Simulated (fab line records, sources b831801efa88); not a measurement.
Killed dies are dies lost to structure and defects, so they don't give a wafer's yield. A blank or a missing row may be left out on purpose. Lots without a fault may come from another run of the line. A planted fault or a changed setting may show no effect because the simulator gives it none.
fab line records | flow sky130 | part 1 of 2: steps 1 to 42 of 43
record lots=6 wafers=17 last_day=50
route steps=708 shown POLY_CUT@317 SD_P@320 RES_XHIGH@332 SD_N@342 PAD_OPEN@708
lots that met no fault: from a run of the same line without faults
start_h: hours from the record's first day to the start of the lot's first wafer shown | wait_h: hours since the lot's step before | " the same as in the row above | L1.1+2: a row that stands for several wafers | - no value, or no start given | * or withheld: withheld | < > ~ a bound
route shown NAME@n: a module of which the file shows steps, and the number in the route of the first | usual: mean/standard deviation of fault-free wafers | same: alike in all rows | chamber/n: place in a boat | sites: the reading at each site | _std_site: their standard deviation | _edge_site: outer sites' mean less inner sites' | radius_mm: how far each site lies from the wafer's centre | mask NAME#n: copy n | behind: the tool/chamber that last shaped the wafer | hold: why the lot was held/for how many hours/how that ended | device: the transistor (n, p or np) that didn't switch | end of line: the same wafers' tests at the end of the route | a step without rows: its recipe alone | killed: dies lost to structure and defects at the first sort, not the wafer's yield | map: a wafer's dies, x killed, . not, _ none there
set.NAME: the setting as run; set.NAME@STEP: as run at that earlier step | model.NAME: the simulator's own value behind a step, which no gauge read
lots at some steps of the route; a table a step, a row a wafer
services: from which hour (start_h, from the record's first day; less than 0 if before it) a tool's chamber was out of use, for how many hours, and why
## steps
# step SKY_POLY_CUT_ETCH_10
# recipe chemistry=N2/H2 target=BARC ion_energy_ev=200 source_w=500 bias_w=100 pressure_mtorr=30 n2_flow_sccm=100 h2_flow_sccm=200 stop_on=SiO2 time_s=45.9 target_depth_a=600
# usual drypump_motor_current_A=5.6/0.47 oes_product_au=0.855/0.0044 throttle_valve_pct=13.224/0.0084
# columns lot.wafer tool chamber start_h wait_h drypump_motor_current_A oes_product_au rf_hours_counter_h throttle_valve_pct
L872.1 rie_diel-02 2 648.20 0.0 5.6 0.859 3 13.205
L872.4 " 1 " " 4.7 0.851 5 13.228
L872.6 " 2 " " 5.6 0.851 - 13.238
L873.1 rie_diel-03 0 654.51 0.0 6.1 0.854 1 13.212
L873.3 " 2 " " 5.5 0.861 2 13.220
L873.6 " 0 " " 6.1 0.851 - 13.214
L877.4 rie_diel-03 2 688.66 0.0 5.5 0.848 - 13.215
L877.6 " 0 " " 6.1 0.855 - 13.216
L879.2 rie_diel-04 1 707.70 0.0 5.9 0.851 13 13.213
L879.3 " 0 " " 5.0 0.852 7 13.215
L879.4 " 3 " " 5.8 0.861 44 13.226
L884.3 rie_diel-04 0 736.90 0.0 4.9 0.858 7 13.226
L884.5 " 0 " " 4.9 0.855 - 13.236
L884.6 " 1 " " 5.9 0.862 - 13.236
L885.2 rie_diel-03 3 740.80 0.0 5.5 0.858 20 13.230
L885.3 " 1 " " 6.4 0.854 8 13.230
L885.6 " 1 " " 6.3 0.854 - 13.218
# step SKY_POLY_CUT_ETCH_11
# recipe target=Si3N4 chemistry=CF4/CH2F2/Ar stop_on=poly-Si source_w=600 bias_w=150 pressure_mtorr=40 cf4_flow_sccm=40 ch2f2_flow_sccm=20 Ar_flow_sccm=150 time_s=42.5 target_depth_a=600
# usual cf4_flow_sccm=39.97/0.11 drypump_motor_current_A=5.6/0.46 oes_product_au=0.826/0.0064 throttle_valve_pct=14.995/0.0089
# columns lot.wafer tool chamber start_h wait_h cf4_flow_sccm drypump_motor_current_A oes_product_au rf_hours_counter_h throttle_valve_pct
L872.1 rie_diel-02 2 648.24 0.0 40.03 5.6 0.827 3 14.993
L872.4 " 1 " " 39.95 4.7 0.825 5 14.994
L872.6 " 2 " " 40.11 5.7 0.824 - 14.994
L873.1 rie_diel-03 0 654.56 0.0 40.15 6.1 0.817 1 14.991
L873.3 " 2 " " 40.19 5.5 0.823 2 14.984
L873.6 " 0 " " 40.10 6.1 0.819 - 15.002
L877.4 rie_diel-03 2 688.70 0.0 39.93 5.5 0.826 - 14.998
L877.6 " 0 " " 40.04 6.1 0.818 - 15.006
L879.2 rie_diel-04 1 707.74 0.0 40.02 5.9 0.832 13 15.000
L879.3 " 0 " " 39.96 5.0 0.823 7 14.995
L879.4 " 3 " " 40.00 5.8 0.832 44 14.988
L884.3 rie_diel-04 0 736.94 0.0 39.77 5.0 0.825 7 14.994
L884.5 " 0 " " 39.89 5.0 0.829 - 14.980
L884.6 " 1 " " 40.09 5.9 0.813 - 14.999
L885.2 rie_diel-03 3 740.84 0.0 40.08 5.5 0.817 20 15.001
L885.3 " 1 " " 39.89 6.3 0.826 8 15.008
L885.6 " 1 " " 39.78 6.4 0.816 - 14.982
# step SKY_POLY_CUT_STRIP_12
# recipe chemistry=O2/N2 power_w=1400 pressure_mtorr=1500 platen_temp_c=withheld o2_flow_sccm=3000 n2_flow_sccm=300 overash_fraction=0.5
# step SKY_SD_P_DEHYDRATE_00
# recipe temp_c=200 time_s=60
# step SKY_SD_P_HMDS_01
# recipe prime_time_s=60 prime_temp_c=120
# step SKY_SD_P_COAT_02
# recipe resist=NOVOLAK spin_rpm=3000 resist_thk_nm=1140
# step SKY_SD_P_SOFTBAKE_03
# recipe temp_c=90 time_s=60 resist=NOVOLAK
# step SKY_SD_P_EXPOSE_04
# recipe mask_id=PSDM na=0.6 source_shape=conventional sigma_outer=0.6 polarization=unpolarized target_cd_nm=380 dose_mj=138
# step SKY_SD_P_PEB_05
# recipe temp_c=withheld time_s=* resist=NOVOLAK
# step SKY_SD_P_DEVELOP_06
# recipe resist=NOVOLAK developer=TMAH develop_time_s=60 dev_temp_c=23
# step SKY_SD_P_CD_MEAS_07
# recipe target_cd_nm=380
# usual cd_nm=380.1/2.5
# columns lot.wafer tool chamber start_h wait_h cd_nm
L872.1 cd_sem-02 - 676.64 0.1 378.9
L872.4 " - " " 381.9
L872.6 " - " " 381.2
L873.1 cd_sem-02 - 682.60 0.1 381.8
L873.3 " - " " 383.0
L873.6 " - " " 384.2
L877.4 cd_sem-01 - 716.55 0.1 382.9
L877.6 " - " " 383.8
L879.2 cd_sem-02 - 735.46 0.1 382.4
L879.3 " - " " 383.2
L879.4 " - " " 381.4
L884.3 cd_sem-02 - 764.64 0.1 380.1
L884.5 " - " " 381.4
L884.6 " - " " 380.5
L885.2 cd_sem-01 - 767.88 0.1 379.7
L885.3 " - " " 379.0
L885.6 " - " " 378.9
# step SKY_SD_P_OVL_MEAS_08
# usual SD_P_OVL=-0.2/1
# columns lot.wafer tool chamber start_h wait_h SD_P_OVL[nm]
L872.1 overlay-01 - 676.76 0.1 -0.5
L872.4 " - " " 1.1
L872.6 " - " " -0.4
L873.1 overlay-01 - 682.72 0.1 1.2
L873.3 " - " " 1.9
L873.6 " - " " 1.6
L877.4 overlay-02 - 716.63 0.1 -0.4
L877.6 " - " " 0.0
L879.2 overlay-01 - 735.57 0.1 -0.2
L879.3 " - " " 0.3
L879.4 " - " " 1.0
L884.3 overlay-01 - 764.73 0.1 -0.5
L884.5 " - " " -1.8
L884.6 " - " " 0.1
L885.2 overlay-02 - 767.98 0.1 1.0
L885.3 " - " " 1.7
L885.6 " - " " -1.1
# step SKY_SD_P_IMPLANT_09
# recipe species=BF2 energy_kev=20 dose_cm2=3e+15 tilt_deg=0
# columns lot.wafer tool chamber start_h wait_h
L872.1+4+6 implanter-03 0 676.80 0.0
L873.1+3+6 implanter-04 0 682.75 0.0
L877.4+6 implanter-03 0 716.72 0.1
L879.2+3+4 implanter-03 0 735.62 0.0
L884.3+5+6 implanter-04 0 764.80 0.1
L885.2+3+6 implanter-02 0 768.04 0.0
# step SKY_SD_P_STRIP_10
# recipe chemistry=O2/N2 power_w=1400 pressure_mtorr=1500 platen_temp_c=withheld o2_flow_sccm=3000 n2_flow_sccm=300 overash_fraction=0.5
# usual drypump_motor_current_A=6.21/0.2 o2_flow_sccm=2999/8.2 oes_product_au=0.618/0.0046 strip_time_to_endpoint_s=17.49/0.051
# columns lot.wafer tool chamber start_h wait_h drypump_motor_current_A o2_flow_sccm oes_product_au rf_hours_counter_h strip_time_to_endpoint_s
L872.1 plasma_asher-04 1 676.95 0.1 6.26 2989 0.612 55 17.42
L872.4 " 1 " " 6.25 2999 0.620 - 17.43
L872.6 " 1 " " 6.26 2994 0.623 - 17.46
L873.1 plasma_asher-03 1 682.90 0.1 6.14 3001 0.612 26 17.51
L873.3 " 1 " " 6.17 2996 0.614 - 17.49
L873.6 " 0 " " 5.98 3008 0.619 - 17.48
L877.4 plasma_asher-04 0 716.83 0.1 6.32 2989 0.626 - 16.93
L877.6 " 0 " " 6.34 3003 0.629 - 16.93
L879.2 plasma_asher-04 0 735.75 0.1 6.34 3002 0.613 61 17.45
L879.3 " 0 " " 6.31 2990 0.622 - 17.46
L879.4 " 1 " " 6.22 2999 0.631 - 16.93
L884.3 plasma_asher-03 1 764.94 0.1 6.17 2995 0.624 - 17.44
L884.5 " 1 " " 6.18 3000 0.612 - 17.45
L884.6 " 0 " " 5.95 3009 0.611 - 17.51
L885.2 plasma_asher-03 1 768.16 0.1 6.14 2998 0.626 34 17.50
L885.3 " 0 " " 5.95 2995 0.610 - 17.48
L885.6 " 1 " " 6.17 3004 0.625 - 17.44
# step SKY_SD_P_TW_MEAS_11
# usual SD_P_TW=2829/18
# columns lot.wafer tool chamber start_h wait_h SD_P_TW
L872.1 film_metro-03 - 677.05 0.1 2811
L872.4 " - " " 2807
L872.6 " - " " 2818
L873.1 film_metro-02 - 683.00 0.1 2800
L873.3 " - " " 2814
L873.6 " - " " 2812
L877.4 film_metro-04 - 716.93 0.1 2701
L877.6 " - " " 2723
L879.2 film_metro-02 - 735.86 0.1 2810
L879.3 " - " " 2804
L879.4 " - " " 2689
L884.3 film_metro-03 - 765.02 0.1 2833
L884.5 " - " " 2827
L884.6 " - " " 2825
L885.2 film_metro-04 - 768.27 0.1 2856
L885.3 " - " " 2871
L885.6 " - " " 2836
# step SKY_RES_XHIGH_DEHYDRATE_00
# recipe temp_c=200 time_s=60
# step SKY_RES_XHIGH_HMDS_01
# recipe prime_time_s=60 prime_temp_c=120
# step SKY_RES_XHIGH_COAT_02
# recipe resist=NOVOLAK spin_rpm=3000 resist_thk_nm=1140
# step SKY_RES_XHIGH_SOFTBAKE_03
# recipe temp_c=90 time_s=60 resist=NOVOLAK
# step SKY_RES_XHIGH_EXPOSE_04
# recipe mask_id=URPM na=0.6 source_shape=conventional sigma_outer=0.6 polarization=unpolarized target_cd_nm=1270 dose_mj=140
# step SKY_RES_XHIGH_PEB_05
# recipe temp_c=withheld time_s=* resist=NOVOLAK
# step SKY_RES_XHIGH_DEVELOP_06
# recipe resist=NOVOLAK developer=TMAH develop_time_s=60 dev_temp_c=23
# step SKY_RES_XHIGH_IMPLANT_07
# recipe species=BF2 energy_kev=20 dose_cm2=3.6e+14 tilt_deg=0
# step SKY_RES_XHIGH_STRIP_08
# recipe chemistry=O2/N2 power_w=1400 pressure_mtorr=1500 platen_temp_c=withheld o2_flow_sccm=3000 n2_flow_sccm=300 overash_fraction=0.5
# usual drypump_motor_current_A=6.1/0.31 o2_flow_sccm=3001/9.2 oes_product_au=0.711/0.0043 strip_time_to_endpoint_s=14.26/0.038
# columns lot.wafer tool chamber start_h wait_h drypump_motor_current_A o2_flow_sccm oes_product_au rf_hours_counter_h strip_time_to_endpoint_s
L872.1 plasma_asher-02 0 704.35 0.1 5.8 2996 0.711 98 14.28
L872.4 " 0 " " 5.8 3007 0.710 - 14.25
L872.6 " 1 " " 6.5 3006 0.713 - 14.26
L873.1 plasma_asher-03 0 710.95 0.1 5.9 3006 0.716 28 14.18
L873.3 " 0 " " 6.0 3030 0.718 - 14.18
L873.6 " 0 " " 6.0 3012 0.706 - 14.22
L877.4 plasma_asher-02 1 744.09 0.1 6.5 2996 0.709 - 14.26
L877.6 " 0 " " 5.8 3008 0.709 - 14.31
L879.2 plasma_asher-02 1 762.70 0.1 6.5 3011 0.715 2 14.27
L879.3 " 0 " " 5.8 2990 0.701 - 14.25
L879.4 " 1 " " 6.5 3002 0.708 - 14.28
L884.3 plasma_asher-01 0 792.38 0.1 5.8 3003 0.708 - 14.27
L884.5 " 1 " " 6.4 3014 0.705 - 14.25
L884.6 " 0 " " 5.8 2997 0.714 - 14.23
L885.2 plasma_asher-01 0 795.10 0.1 5.8 2999 0.719 99 14.31
L885.3 " 1 " " 6.4 3001 0.709 - 14.32
L885.6 " 0 " " 5.8 2991 0.711 - 14.32
# step SKY_RES_XHIGH_TW_MEAS_09
# usual RES_XHIGH_TW=1647/12
# columns lot.wafer tool chamber start_h wait_h RES_XHIGH_TW
L872.1 film_metro-04 - 704.45 0.1 1662
L872.4 " - " " 1654
L872.6 " - " " 1646
L873.1 film_metro-02 - 711.05 0.1 1639
L873.3 " - " " 1645
L873.6 " - " " 1647
L877.4 film_metro-03 - 744.19 0.1 1637
L877.6 " - " " 1654
L879.2 film_metro-03 - 762.81 0.1 1634
L879.3 " - " " 1635
L879.4 " - " " 1636
L884.3 film_metro-04 - 792.47 0.1 1658
L884.5 " - " " 1667
L884.6 " - " " 1663
L885.2 film_metro-03 - 795.21 0.1 1647
L885.3 " - " " 1647
L885.6 " - " " 1641
# step SKY_SD_N_DEHYDRATE_00
# recipe temp_c=200 time_s=60
# step SKY_SD_N_HMDS_01
# recipe prime_time_s=60 prime_temp_c=120
# step SKY_SD_N_COAT_02
# recipe resist=NOVOLAK spin_rpm=3000 resist_thk_nm=1140
# step SKY_SD_N_SOFTBAKE_03
# recipe temp_c=90 time_s=60 resist=NOVOLAK
# step SKY_SD_N_EXPOSE_04
# recipe mask_id=NSDM na=0.6 source_shape=conventional sigma_outer=0.6 polarization=unpolarized target_cd_nm=380 dose_mj=141
# step SKY_SD_N_PEB_05
# recipe temp_c=withheld time_s=* resist=NOVOLAK
# step SKY_SD_N_DEVELOP_06
# recipe resist=NOVOLAK developer=TMAH develop_time_s=60 dev_temp_c=23
# step SKY_SD_N_CD_MEAS_07
# recipe target_cd_nm=380
# usual cd_nm=379.8/2.4
# columns lot.wafer tool chamber start_h wait_h cd_nm
L872.1 cd_sem-01 - 731.76 0.1 377.7
L872.4 " - " " 379.0
L872.6 " - " " 375.0
L873.1 cd_sem-02 - 737.91 0.1 377.4
L873.3 " - " " 377.3
L873.6 " - " " 376.2
L877.4 cd_sem-01 - 771.07 0.1 378.1
L877.6 " - " " 379.6
L879.2 cd_sem-01 - 788.88 0.1 381.3
L879.3 " - " " 381.9
L879.4 " - " " 379.9
L884.3 cd_sem-01 - 818.84 0.1 381.0
L884.5 " - " " 381.6
L884.6 " - " " 381.2
L885.2 cd_sem-02 - 821.17 0.1 384.8
L885.3 " - " " 383.3
L885.6 " - " " 381.9
# step SKY_SD_N_OVL_MEAS_08
# usual SD_N_OVL=0.0/1.4
# columns lot.wafer tool chamber start_h wait_h SD_N_OVL[nm]
L872.1 overlay-01 - 731.88 0.1 1.5
L872.4 " - " " -0.3
L872.6 " - " " 1.3
L873.1 overlay-02 - 738.03 0.1 1.1
L873.3 " - " " 1.2
L873.6 " - " " 1.5
L877.4 overlay-02 - 771.15 0.1 -1.0
L877.6 " - " " -1.1
L879.2 overlay-02 - 788.98 0.1 -1.7
L879.3 " - " " 0.1
L879.4 " - " " -0.2
L884.3 overlay-02 - 818.93 0.1 -3.4
L884.5 " - " " -1.6
L884.6 " - " " -3.5
L885.2 overlay-02 - 821.27 0.1 -1.0
L885.3 " - " " -1.9
L885.6 " - " " -1.1
# step SKY_SD_N_IMPLANT_09
# recipe species=As energy_kev=50 dose_cm2=4e+15 tilt_deg=0
# step SKY_SD_N_IMPLANT_10
# recipe species=P energy_kev=20 dose_cm2=1e+14 tilt_deg=0
# step SKY_SD_N_STRIP_11
# recipe chemistry=O2/N2 power_w=1400 pressure_mtorr=1500 platen_temp_c=withheld o2_flow_sccm=3000 n2_flow_sccm=300 overash_fraction=0.5
# usual drypump_motor_current_A=6.19/0.22 o2_flow_sccm=2998/8 oes_product_au=0.527/0.0048 strip_time_to_endpoint_s=22.56/0.053
# columns lot.wafer tool chamber start_h wait_h drypump_motor_current_A o2_flow_sccm oes_product_au rf_hours_counter_h strip_time_to_endpoint_s
L872.1 plasma_asher-01 0 732.21 0.1 5.83 3003 0.531 93 22.56
L872.4 " 0 " " 5.84 2991 0.533 - 22.51
L872.6 " 1 " " 6.37 3014 0.521 - 22.52
L873.1 plasma_asher-01 1 738.36 0.1 6.41 2995 0.525 93 22.53
L873.3 " 1 " " 6.37 3004 0.530 - 22.51
L873.6 " 1 " " 6.38 3001 0.527 - 22.54
L877.4 plasma_asher-01 0 771.50 0.1 5.81 2993 0.528 - 22.56
L877.6 " 1 " " 6.37 2994 0.528 - 22.52
L879.2 plasma_asher-01 1 789.31 0.1 6.35 2999 0.522 98 22.48
L879.3 " 1 " " 6.36 3014 0.533 - 22.47
L879.4 " 0 " " 5.82 3008 0.523 - 22.47
L884.3 plasma_asher-04 1 819.29 0.1 6.25 3012 0.529 - 22.39
L884.5 " 0 " " 6.34 3001 0.527 - 22.42
L884.6 " 1 " " 6.26 3000 0.522 - 22.40
L885.2 plasma_asher-03 1 821.60 0.1 6.16 2992 0.525 38 22.54
L885.3 " 1 " " 6.16 2980 0.529 - 22.62
L885.6 " 0 " " 5.94 2987 0.522 - 22.59
# step SKY_SD_N_TW_MEAS_12
# usual SD_N_TW=4003/33
# columns lot.wafer tool chamber start_h wait_h SD_N_TW
L872.1 film_metro-04 - 732.31 0.1 4057
L872.4 " - " " 4045
L872.6 " - " " 4049
L873.1 film_metro-03 - 738.46 0.1 3997
L873.3 " - " " 4024
L873.6 " - " " 3998
L877.4 film_metro-04 - 771.59 0.1 4025
L877.6 " - " " 4023
L879.2 film_metro-03 - 789.42 0.1 3993
L879.3 " - " " 3986
L879.4 " - " " 3993
L884.3 film_metro-03 - 819.37 0.1 3983
L884.5 " - " " 3980
L884.6 " - " " 3981
L885.2 film_metro-03 - 821.71 0.1 3962
L885.3 " - " " 3980
L885.6 " - " " 3966
# step SKY_SD_N_CLEAN_13
# recipe chemistry=SC1/SC2 mix=1:4:20 temp_c=70 time_s=150 dry=n2_spin
# step SKY_SD_N_RTA_14
# recipe temp_c=1075 time_s=2 idle_temp_c=650 ramp_up_c_per_s=150 ramp_down_c_per_s=90 ambient=N2
# usual lamp_power_pct=15.73/0.049 wafer_temp_C_max=1078.0/1.2
# columns lot.wafer tool chamber start_h wait_h lamp_power_pct wafer_temp_C_max
L872.1 rtp_anneal-02 0 732.42 0.0 15.78 1076.8
L872.4 " 0 " " 15.72 1079.9
L872.6 " 0 " " 15.71 1077.7
L873.1 rtp_anneal-01 0 738.58 0.0 15.73 1076.2
L873.3 " 0 " " 15.78 1077.4
L873.6 " 0 " " 15.76 1078.3
L877.4 rtp_anneal-01 0 771.70 0.0 15.80 1076.1
L877.6 " 0 " " 15.73 1076.6
L879.2 rtp_anneal-01 0 789.54 0.0 15.76 1077.3
L879.3 " 0 " " 15.79 1078.1
L879.4 " 0 " " 15.78 1075.6
L884.3 rtp_anneal-02 0 819.49 0.0 15.81 1077.7
L884.5 " 0 " " 15.76 1077.1
L884.6 " 0 " " 15.76 1076.3
L885.2 rtp_anneal-01 0 821.83 0.0 15.78 1080.7
L885.3 " 0 " " 15.70 1077.4
L885.6 " 0 " " 15.67 1078.3
# step SKY_SD_N_RS_MEAS_16
# recipe thk_meas_gauge=four-point-probe
# usual SD_N_RS=68.56/0.12
# columns lot.wafer tool chamber start_h wait_h SD_N_RS[ohm/sq]
L872.1 film_metro-02 - 732.65 0.1 68.40
L872.4 " - " " 68.29
L872.6 " - " " 68.55
L873.1 film_metro-02 - 738.75 0.1 68.65
L873.3 " - " " 68.50
L873.6 " - " " 68.54
L877.4 film_metro-04 - 771.93 0.1 68.22
L877.6 " - " " 68.55
L879.2 film_metro-03 - 789.77 0.1 68.67
L879.3 " - " " 68.63
L879.4 " - " " 68.70
L884.3 film_metro-03 - 819.68 0.1 68.81
L884.5 " - " " 68.59
L884.6 " - " " 68.69
L885.2 film_metro-03 - 822.01 0.1 68.63
L885.3 " - " " 68.66
L885.6 " - " " 68.51
# step SKY_SD_N_RS_MEAS_17
# recipe thk_meas_gauge=four-point-probe
# usual SD_P_RS=147.2/0.35
# columns lot.wafer tool chamber start_h wait_h SD_P_RS[ohm/sq]
L872.1 film_metro-02 - 732.77 0.1 146.6
L872.4 " - " " 146.4
L872.6 " - " " 147.0
L873.1 film_metro-02 - 738.87 0.1 147.4
L873.3 " - " " 147.0
L873.6 " - " " 147.0
L877.4 film_metro-04 - 772.05 0.1 150.8
L877.6 " - " " 150.9
L879.2 film_metro-03 - 789.89 0.1 146.9
L879.3 " - " " 147.4
L879.4 " - " " 151.5
L884.3 film_metro-03 - 819.80 0.1 147.1
L884.5 " - " " 147.1
L884.6 " - " " 146.9
L885.2 film_metro-03 - 822.13 0.1 147.3
L885.3 " - " " 147.0
L885.6 " - " " 146.9
## key
first_sign step=SKY_SD_P_STRIP_10 reading=strip_time_to_endpoint_s direction=down sigmas=11 usual=* struck=*
effect step=SKY_SD_P_TW_MEAS_11 reading=SD_P_TW direction=down sigmas=7.1 usual=2829 struck=2704
effect step=SKY_SD_N_RS_MEAS_17 reading=SD_P_RS direction=up sigmas=11 usual=147.2 struck=151.0
model_effect step=SKY_PAD_OPEN_PROBE_99 value=etest.licon_high_po.rc_ohm without=347.1 struck=651.9
met_at SKY_SD_P_IMPLANT_09
struck_wafers L877.4,L877.6,L879.4
tester_left_out L877,L879
onset_between 676.80 716.72
fault kind=process_parameter_drift tool=implanter-03 chamber=- onset_h=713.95 steps=SKY_SD_P_IMPLANT_09 channel=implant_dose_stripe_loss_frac offset=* shape=step end_h=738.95 scope=struck_wafers_only
# tester_left_out: of these lots the tester's yield and bins aren't shown, on N5 and GAA mostly nor the transistor test; their killed dies are dies lost to structure and defects alone, not to doping, threshold or leakage, so they don't give the yield
